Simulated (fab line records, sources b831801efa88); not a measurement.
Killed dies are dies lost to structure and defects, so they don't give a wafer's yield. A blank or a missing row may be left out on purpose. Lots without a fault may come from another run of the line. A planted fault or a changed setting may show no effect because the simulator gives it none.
One fault seen from 2 desks | flow gf180mcu | each desk has only its own numbers; what lay behind them comes last

THE TOOL OWNER'S DESK: lpcvd-02
The tool's own readings at GF_STI_CVD_03 (deposits Si3N4 from DCS/NH3, target thk 207.16 nm, time 3551 s): means of the sampled wafers that have a number, for each lot that ran on this tool. A lot is out of limits, marked OUT, if its mean lies more than 4 standard deviations from the usual mean; the brackets give that distance.
Columns: A = spike_tc_upper_C at GF_STI_CVD_03, usual 768.8 C; B = zone_power_centre_pct at GF_STI_CVD_03, usual 14.4 %; C = zone_power_upper_pct at GF_STI_CVD_03, usual 13.3 %
lot  | first seen here | A     | B    | C
L417 | day 1 16:44     | 769.1 | 13.8 | 12.1
L421 | day 2 13:30     | 768.1 | 13.7 | 15.3
L423 | day 3 01:24     | 769.1 | 13.8 | 15.3
L427 | day 3 19:41     | 769.5 | 13.7 | 11.9
L429 | day 4 09:00     | 769.3 | 13.9 | 11.9
L430 | day 4 11:31     | 769.1 | 13.8 | 11.8
This desk's finding: nothing out of limits on any of the 6 lots.

THE METROLOGY DESK
What the gauges read, lot by lot, whatever tool the lot ran on: means of the sampled wafers that have a number. A lot is out of limits, marked OUT, if its mean lies more than 4 standard deviations from the usual mean; the brackets give that distance.
Columns: A = STI_CVD_03_THK at GF_STI_THK_MEAS_04, usual 206.9 nm; B = HV_LDD_TW at GF_HV_LDD_TW_MEAS_11, usual 2417; C = HV_LDD_03_OVL at GF_HV_LDD_OVL_MEAS_47, usual -0.1 nm
lot  | first seen here | A               | B    | C
L416 | day 1 13:34     | 205.3           | 2415 | -1.0
L417 | day 1 18:44     | 205.0           | 2382 | -2.4
L421 | day 2 15:29     | 204.1           | 2438 | 1.2
L423 | day 3 03:23     | 206.5           | 2431 | -0.9
L425 | day 3 10:34     | 208.3           | 2417 | -0.4
L427 | day 3 21:40     | 207.7           | 2447 | -0.5
L429 | day 4 10:59     | 146.5 (-29) OUT | 2429 | -1.7
L430 | day 4 13:30     | 148.2 (-28) OUT | 2411 | 0.7
L432 | day 4 21:34     | 205.4           | 2420 | -0.3
L433 | day 5 03:34     | 208.3           | 2400 | 2.0
L438 | day 6 04:13     | 208.2           | 2385 | -0.2
This desk's finding: out of limits on L429, L430; first on L429, day 4 10:59 (STI_CVD_03_THK at GF_STI_THK_MEAS_04). In limits: L416, L417, L421, L423, L425, L427, L432, L433, L438.

PUT TOGETHER
The metrology desk could have raised an alarm at day 4 10:59, on L429, L430.
The tool owner's desk saw nothing out of limits.
The tool owner's desk has L429, L430 on record, within its limits.
Of the lots named, all ran GF_STI_CVD_03 on lpcvd-02.

WHAT THE SIMULATOR HAD PUT IN
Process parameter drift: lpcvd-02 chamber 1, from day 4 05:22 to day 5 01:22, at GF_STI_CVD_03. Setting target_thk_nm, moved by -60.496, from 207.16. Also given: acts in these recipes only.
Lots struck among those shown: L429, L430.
Hours from the fault's start to each desk's first reading out of limits: the metrology desk, 6.
